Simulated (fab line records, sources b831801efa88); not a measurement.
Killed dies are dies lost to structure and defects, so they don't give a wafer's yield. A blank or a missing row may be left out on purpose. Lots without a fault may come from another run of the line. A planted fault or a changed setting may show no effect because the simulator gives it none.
Which tool did it? | flow sky130 | 14 lots, 42 wafers sampled, at 5 steps of a route of 708

WHAT THE GAUGES READ, wafer by wafer
SKY_LDD_LDN_TW_MEAS_13. Usual: LDD_LDN_TW 1471, standard deviation 8.9.
lot  | measured     | on            | LDD_LDN_TW     | flag
L984 | day 22 18:25 | film_metro-03 | 1480 1473 1476 |
L985 | day 23 03:31 | film_metro-01 | 1469 1466 1471 |
L986 | day 23 15:46 | film_metro-01 | 1470 1469 1472 |
L987 | day 23 21:00 | film_metro-04 | 1472 1470 1478 |
L993 | day 26 08:01 | film_metro-01 | 1468 1468 1476 |
L994 | day 26 11:07 | film_metro-04 | 1464 1465 1459 |
L100 | day 28 20:25 | film_metro-03 | 1489 1484 1482 |
L999 | day 28 21:00 | film_metro-01 | 1473 1474 1466 |
L102 | day 29 12:47 | film_metro-04 | 1464 1459 1462 |
L101 | day 29 17:06 | film_metro-03 | 1489 1487 1484 |
L103 | day 30 01:26 | film_metro-01 | 1475 1467 1472 |
L104 | day 30 02:40 | film_metro-04 | 1468 1470 1476 |
L105 | day 30 10:52 | film_metro-01 | 1473 1461 1470 |
L107 | day 30 19:15 | film_metro-01 | 1478 1467 1471 |

SKY_SD_P_OVL_MEAS_08. Usual: SD_P_OVL 0.2 nm, standard deviation 1.5.
lot  | measured     | on         | SD_P_OVL (nm)  | flag
L984 | day 25 07:22 | overlay-02 | 0.0 2.6 0.0    |
L985 | day 25 17:18 | overlay-02 | 0.1 1.1 -0.3   |
L986 | day 26 04:34 | overlay-02 | -2.7 -2.0 -1.0 |
L987 | day 26 09:59 | overlay-01 | -0.1 -2.2 -0.3 |
L993 | day 28 19:13 | overlay-02 | 1.9 -0.9 1.4   |
L994 | day 29 00:28 | overlay-02 | 1.3 -0.3 -0.7  |
L100 | day 31 05:37 | overlay-01 | 1.2 -1.9 0.6   |
L999 | day 31 07:11 | overlay-02 | -0.6 -2.1 -1.5 |
L102 | day 31 22:03 | overlay-02 | 1.1 -0.5 0.8   |
L101 | day 32 02:07 | overlay-02 | 0.5 -0.5 -0.4  |
L103 | day 32 10:07 | overlay-02 | 2.8 4.3 1.7    |
L104 | day 32 12:27 | overlay-02 | 0.6 0.0 1.9    |
L105 | day 32 18:31 | overlay-02 | 2.2 0.8 3.4    |
L107 | day 33 04:11 | overlay-01 | -0.7 3.5 2.9   |

SKY_SD_N_RS_MEAS_16: measures by four-point-probe. Usual: SD_N_RS 68.54 ohm/sq, standard deviation 0.13.
lot  | measured     | on            | SD_N_RS (ohm/sq)  | flag
L984 | day 27 19:11 | film_metro-02 | 68.38 68.52 68.41 |
L985 | day 28 04:59 | film_metro-04 | 68.65 68.68 68.56 |
L986 | day 28 15:31 | film_metro-02 | 68.72 68.60 68.77 |
L987 | day 28 20:07 | film_metro-04 | 68.68 68.57 68.49 |
L993 | day 31 04:27 | film_metro-04 | - - -             | OFF
L994 | day 31 08:29 | film_metro-03 | - - -             | OFF
L100 | day 33 11:36 | film_metro-03 | 68.44 68.57 68.59 |
L999 | day 33 14:37 | film_metro-02 | 68.60 68.63 68.69 |
L102 | day 34 05:08 | film_metro-02 | 68.71 68.68 68.67 |
L101 | day 34 08:50 | film_metro-02 | 68.41 68.43 68.63 |
L103 | day 34 15:47 | film_metro-02 | 68.52 68.52 68.57 |
L104 | day 34 17:56 | film_metro-03 | 68.37 68.58 68.33 |
L105 | day 35 00:26 | film_metro-04 | 68.76 68.56 68.43 |
L107 | day 35 10:32 | film_metro-02 | 68.55 68.54 68.60 |

SKY_SD_N_RS_MEAS_18: measures by four-point-probe. Usual: RES_XHIGH_RS 333.1 ohm/sq, standard deviation 1.3.
lot  | measured     | on            | RES_XHIGH_RS (ohm/sq) | flag
L984 | day 27 19:26 | film_metro-02 | 332.6 332.8 331.5     |
L985 | day 28 05:13 | film_metro-04 | 331.9 331.3 330.5     |
L986 | day 28 15:45 | film_metro-02 | 334.3 334.4 333.2     |
L987 | day 28 20:22 | film_metro-04 | 334.1 335.0 334.3     |
L100 | day 33 11:50 | film_metro-03 | 332.1 333.6 333.2     |
L999 | day 33 14:52 | film_metro-02 | 332.2 332.6 331.0     |
L102 | day 34 05:22 | film_metro-02 | 334.8 334.9 335.3     |
L101 | day 34 09:04 | film_metro-02 | 332.2 333.2 332.5     |
L103 | day 34 16:02 | film_metro-02 | 332.2 332.8 332.8     |
L104 | day 34 18:11 | film_metro-03 | 333.2 333.2 334.7     |
L105 | day 35 00:41 | film_metro-04 | 334.8 336.7 334.3     |
L107 | day 35 10:47 | film_metro-02 | 333.1 331.9 332.1     |

WHICH TOOL RAN EACH LOT (tool, then ch and the chambers of the sampled wafers, then the start)
lot  | SKY_SD_N_RTA_14
L984 | rtp_anneal-01 ch 0, day 27 19:01
L985 | rtp_anneal-02 ch 0, day 28 04:48
L986 | rtp_anneal-01 ch 0, day 28 15:20
L987 | rtp_anneal-02 ch 0, day 28 19:56
L993 | rtp_anneal-02, day 31 04:16
L994 | rtp_anneal-01, day 31 08:19
L100 | rtp_anneal-02 ch 0, day 33 11:25
L999 | rtp_anneal-01 ch 0, day 33 14:25
L102 | rtp_anneal-02 ch 0, day 34 04:57
L101 | rtp_anneal-01 ch 0, day 34 08:39
L103 | rtp_anneal-02 ch 0, day 34 15:37
L104 | rtp_anneal-01 ch 0, day 34 17:46
L105 | rtp_anneal-02 ch 0, day 35 00:16
L107 | rtp_anneal-02 ch 0, day 35 10:21
- SKY_SD_N_RTA_14: time 2 s.

WHAT THE TOOLS THEMSELVES READ (means of the sampled wafers that have a number; where no wafer has one, the mark that the record gives instead)
SKY_SD_N_RTA_14. Usual: anneal_temp_c_max 1082.0, standard deviation 2; chamber_o2_ppm 1.999, standard deviation 0.024; lamp_power_pct 15.74 %, standard deviation 0.054; wafer_temp_C_max 1078.1, standard deviation 1.5.
lot  | tool          | anneal_temp_c_max | chamber_o2_ppm | lamp_power_pct (%) | wafer_temp_C_max | flag
L984 | rtp_anneal-01 | 1083.7            | 1.974          | 15.78              | 1078.5           |
L985 | rtp_anneal-02 | 1080.4            | 2.015          | 15.78              | 1079.0           |
L986 | rtp_anneal-01 | 1083.4            | 2.036          | 15.76              | 1077.9           |
L987 | rtp_anneal-02 | 1080.9            | 2.019          | 15.74              | 1077.5           |
L993 | rtp_anneal-02 | -                 | -              | -                  | -                | OFF
L994 | rtp_anneal-01 | -                 | -              | -                  | -                | OFF
L100 | rtp_anneal-02 | 1079.7            | 2.001          | 15.76              | 1078.4           |
L999 | rtp_anneal-01 | 1083.6            | 2.025          | 15.72              | 1079.3           |
L102 | rtp_anneal-02 | 1079.7            | 1.998          | 15.75              | 1077.6           |
L101 | rtp_anneal-01 | 1084.3            | 1.994          | 15.74              | 1077.6           |
L103 | rtp_anneal-02 | 1080.8            | 2.016          | 15.73              | 1079.1           |
L104 | rtp_anneal-01 | 1085.7            | 2.004          | 15.73              | 1077.9           |
L105 | rtp_anneal-02 | 1079.7            | 2.012          | 15.70              | 1078.1           |
L107 | rtp_anneal-02 | 1079.8            | 2.013          | 15.73              | 1078.5           |

THE ANSWER, worked out from the rows above alone
Rule: a lot is off if the mean of its wafers that have a number lies more than 3 standard deviations from the usual mean. A lot without any number at a reading at which 4 lots or more have one is off too. The other lots that the step has rows for count as sound. The gauges are gone through in route order, then the tools' own readings, and for those a lot's mean is taken as printed above. The first step at which some lot is off is used, and at that step the reading that is off furthest; a lot without a number counts as furthest.
Off: L993, L994, at SKY_SD_N_RS_MEAS_16 (SD_N_RS). Without a number there: L993, L994.
A tool fits if, at a process step before that reading, it ran every lot that is off, and no sound lot after the first of them. The gauges at SKY_SD_N_RS_MEAS_16 aren't tried: what is off there is off at SKY_SD_N_RTA_14 too, on other tools, and a gauge's error can't cause that. None of those tried fits.

WHAT THE SIMULATOR HAD PUT IN
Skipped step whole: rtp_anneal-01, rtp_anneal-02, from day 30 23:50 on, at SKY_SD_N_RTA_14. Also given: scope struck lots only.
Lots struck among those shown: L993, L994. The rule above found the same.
